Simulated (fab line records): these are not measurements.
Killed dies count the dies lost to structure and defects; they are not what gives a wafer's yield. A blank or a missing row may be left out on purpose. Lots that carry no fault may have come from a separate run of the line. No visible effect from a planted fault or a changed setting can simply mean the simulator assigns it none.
The same fault as seen by 2 desks -- flow sky130 -- each desk holds nothing but its own numbers, with what lay behind them at the end

## AT THE METROLOGY DESK
What the gauges read, lot by lot, whatever tool the lot ran on: means of the sampled wafers that have a number. A lot is out of limits, marked OUT, if its mean lies more than 4 standard deviations from the usual mean; the brackets give that distance.
Columns: A = VT_ADJUST_PCH_OVL at SKY_VT_ADJUST_PCH_OVL_MEAS_07, usual 0.8 nm; B = VT_ADJUST_PCH_TW at SKY_VT_ADJUST_PCH_TW_MEAS_10, usual 142.3; C = cdNm at SKY_SONOS_TUNNEL_CD_MEAS_07, usual 410.1 nm
lot,first seen here,A,B,C
L726,day 10 06:20,1.9,142.5,408.5
L730,day 11 12:50,1.3,143.8,406.9
L733,day 12 19:12,1.6,143.3,407.5
L736,day 13 14:23,-1.8,142.5,407.7
L740,day 15 19:16,2.1,141.1,410.9
L743,day 17 04:19,1.1,143.9,412.3
Result from this desk: across the 6 lots, nothing is out of limits.

## FOR THE TOOL OWNER'S DESK: lithoTrack-04
The tool's own readings at SKY_SONOS_TUNNEL_COAT_02 (resist thk 1140 nm): means of the sampled wafers that have a number, for each lot that ran on this tool. A lot is out of limits, marked OUT, if its mean lies more than 4 standard deviations from the usual mean; the brackets give that distance.
Columns: A = exhaustPa at SKY_SONOS_TUNNEL_COAT_02, usual 44.9 Pa; B = resistLineTempC at SKY_SONOS_TUNNEL_COAT_02, usual 23.01 C
lot,first seen here,A,B
L730,day 12 00:41,45.1,22.87
L733,day 13 08:46,44.8,23.09
L736,day 14 02:38,45.5,23.08
Result from this desk: across the 3 lots, nothing is out of limits.

## BROUGHT TOGETHER
At the metrology desk, nothing out of limits was observed.
The tool owner's desk saw nothing out of limits.

## WHAT WAS PUT IN BY THE SIMULATOR
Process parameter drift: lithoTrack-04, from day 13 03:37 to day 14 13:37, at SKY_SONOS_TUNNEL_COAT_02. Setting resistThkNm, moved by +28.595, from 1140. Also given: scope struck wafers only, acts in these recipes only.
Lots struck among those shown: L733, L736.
